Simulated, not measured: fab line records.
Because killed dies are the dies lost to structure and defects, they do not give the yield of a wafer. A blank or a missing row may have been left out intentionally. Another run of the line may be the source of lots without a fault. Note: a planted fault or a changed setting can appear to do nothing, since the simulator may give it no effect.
The tool behind it: which one? / flow gf180mcu / 18 wafers from 6 lots sampled at 3 of the route's 602 steps

== WHAT THE GAUGES SHOWED, per wafer ==
GF_V3_OVL_MEAS_15.
lot=L232; measured=day 23 10:41; on=overlay-02; V3_OVL (nm)=1 5 -2
lot=L241; measured=day 26 17:05; on=overlay-02; V3_OVL (nm)=4 9 3
lot=L242; measured=day 27 02:38; on=overlay-02; V3_OVL (nm)=4 1 -7
lot=L245; measured=day 27 18:53; on=overlay-02; V3_OVL (nm)=5 -9 -6
lot=L246; measured=day 28 01:41; on=overlay-01; V3_OVL (nm)=-7 -6 -1
lot=L250; measured=day 29 04:47; on=overlay-01; V3_OVL (nm)=-10 -4 -5

== EACH LOT AND THE TOOL THAT RAN IT (in order: tool; ch and the chambers of the sampled wafers; start) ==
lot=L232; GF_M3_SPUTTER_02=pvd sputter-04, day 21 11:05; GF_M3_SPUTTER_03=pvd sputter-04, day 21 11:07
lot=L241; GF_M3_SPUTTER_02=pvd sputter-03, day 24 21:40; GF_M3_SPUTTER_03=pvd sputter-03, day 24 21:41
lot=L242; GF_M3_SPUTTER_02=pvd sputter-03, day 25 07:12; GF_M3_SPUTTER_03=pvd sputter-03, day 25 07:14
lot=L245; GF_M3_SPUTTER_02=pvd sputter-02, day 26 00:30; GF_M3_SPUTTER_03=pvd sputter-02, day 26 00:32
lot=L246; GF_M3_SPUTTER_02=pvd sputter-02, day 26 07:53; GF_M3_SPUTTER_03=pvd sputter-02, day 26 07:55
lot=L250; GF_M3_SPUTTER_02=pvd sputter-04, day 27 12:10; GF_M3_SPUTTER_03=pvd sputter-04, day 27 12:11
- GF_M3_SPUTTER_02: material AlCu, target thk 450 nm, time 23.9 s.
- GF_M3_SPUTTER_03: material Ti, target thk 10 nm, time 6.7 s.

== THE ANSWER, worked out from the rows above alone ==
Rule: the usual values come from the lots themselves. Put in order of their means at a reading, lots are off if they are a third of the lots or fewer, leave a main group of 4 or more, and stand apart from it by a gap of 3 or more times the standard deviation of the main group's means; of several such gaps the widest counts. A main group is skipped when, at the precision printed for the reading in the tables above, its means are all equal. Also off: a lot with no number at a reading for which 4 or more lots have one. Any other lot the step has rows for is counted as sound.
Nothing can be told from this: no lot is off at any reading shown.

== WHAT THE SIMULATOR PUT IN ==
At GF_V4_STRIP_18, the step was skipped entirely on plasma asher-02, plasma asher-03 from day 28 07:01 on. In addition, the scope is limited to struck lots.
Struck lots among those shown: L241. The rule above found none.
